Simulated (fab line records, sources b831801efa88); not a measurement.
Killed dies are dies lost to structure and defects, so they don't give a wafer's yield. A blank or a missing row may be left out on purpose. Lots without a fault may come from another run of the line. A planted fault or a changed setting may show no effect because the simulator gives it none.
Which tool did it? | flow sky130 | 13 lots, 37 wafers sampled, at 2 steps of a route of 708

WHAT THE GAUGES READ, wafer by wafer
SKY_VIA3_OVL_MEAS_13. Usual: VIA3_OVL -1 nm, standard deviation 5.3.
lot  | measured     | on         | VIA3_OVL (nm) | flag
L301 | day 39 14:56 | overlay-02 | -3 1 1        |
L302 | day 39 19:31 | overlay-01 | 1 4 -5        |
L305 | day 41 01:37 | overlay-02 | 0 3 -1        |
L307 | day 41 07:05 | overlay-01 | 7 -7 1        |
L306 | day 41 08:25 | overlay-01 | -1 -1 1       |
L308 | day 41 16:14 | overlay-02 | 1             |
L309 | day 42 12:53 | overlay-02 | -1 0 -3       |
L314 | day 43 14:13 | overlay-01 | -5 -5 2       |
L315 | day 43 20:07 | overlay-02 | -6 -10 -10    |
L317 | day 44 04:14 | overlay-02 | -3 -3 2       |
L319 | day 44 22:14 | overlay-02 | -1 3 4        |
L320 | day 45 09:49 | overlay-01 | 1 -2 7        |
L323 | day 45 16:23 | overlay-02 | 14 5 5        |

WHICH TOOL RAN EACH LOT (tool, then ch and the chambers of the sampled wafers, then the start)
lot  | SKY_VIA3_CMP_02
L301 | cmp-02 ch 1,2,3, day 38 13:14
L302 | cmp-01 ch 1,2, day 38 17:38
L305 | cmp-02 ch 0,1, day 40 01:02
L307 | cmp-02 ch 0,1,2, day 40 06:20
L306 | cmp-02 ch 0,1,2, day 40 08:28
L308 | cmp-01 ch 2, day 40 15:50
L309 | cmp-02 ch 1,3, day 41 12:55
L314 | cmp-02 ch 0,1,3, day 42 14:46
L315 | cmp-01 ch 2,3, day 42 21:03
L317 | cmp-01 ch 0,1,3, day 43 04:43
L319 | cmp-02 ch 0,1, day 43 23:47
L320 | cmp-01 ch 0,1,2, day 44 11:20
L323 | cmp-01 ch 1,2,3, day 44 18:52
- SKY_VIA3_CMP_02: polishes SiO2.

WHAT THE TOOLS THEMSELVES READ (means of the sampled wafers that have a number; where no wafer has one, the mark that the record gives instead)
SKY_VIA3_CMP_02. Usual: motor_current_A 12.3 A, standard deviation 1.5.
lot  | tool   | motor_current_A (A) | flag
L301 | cmp-02 | 12.7                |
L302 | cmp-01 | 12.5                |
L305 | cmp-02 | 11.1                |
L307 | cmp-02 | 12.5                |
L306 | cmp-02 | 12.2                |
L308 | cmp-01 | 8.6                 |
L309 | cmp-02 | 12.4                |
L314 | cmp-02 | 11.8                |
L315 | cmp-01 | 10.4                |
L317 | cmp-01 | 13.8                |
L319 | cmp-02 | 11.1                |
L320 | cmp-01 | 12.5                |
L323 | cmp-01 | 12.1                |

THE ANSWER, worked out from the rows above alone
Rule: a lot is off if the mean of its wafers that have a number lies more than 3 standard deviations from the usual mean. A lot without any number at a reading at which 4 lots or more have one is off too. The other lots that the step has rows for count as sound. The gauges are gone through in route order, then the tools' own readings, and for those a lot's mean is taken as printed above. The first step at which some lot is off is used, and at that step the reading that is off furthest; a lot without a number counts as furthest.
No lot is off at any reading shown: from this, nothing can be told.

WHAT THE SIMULATOR HAD PUT IN
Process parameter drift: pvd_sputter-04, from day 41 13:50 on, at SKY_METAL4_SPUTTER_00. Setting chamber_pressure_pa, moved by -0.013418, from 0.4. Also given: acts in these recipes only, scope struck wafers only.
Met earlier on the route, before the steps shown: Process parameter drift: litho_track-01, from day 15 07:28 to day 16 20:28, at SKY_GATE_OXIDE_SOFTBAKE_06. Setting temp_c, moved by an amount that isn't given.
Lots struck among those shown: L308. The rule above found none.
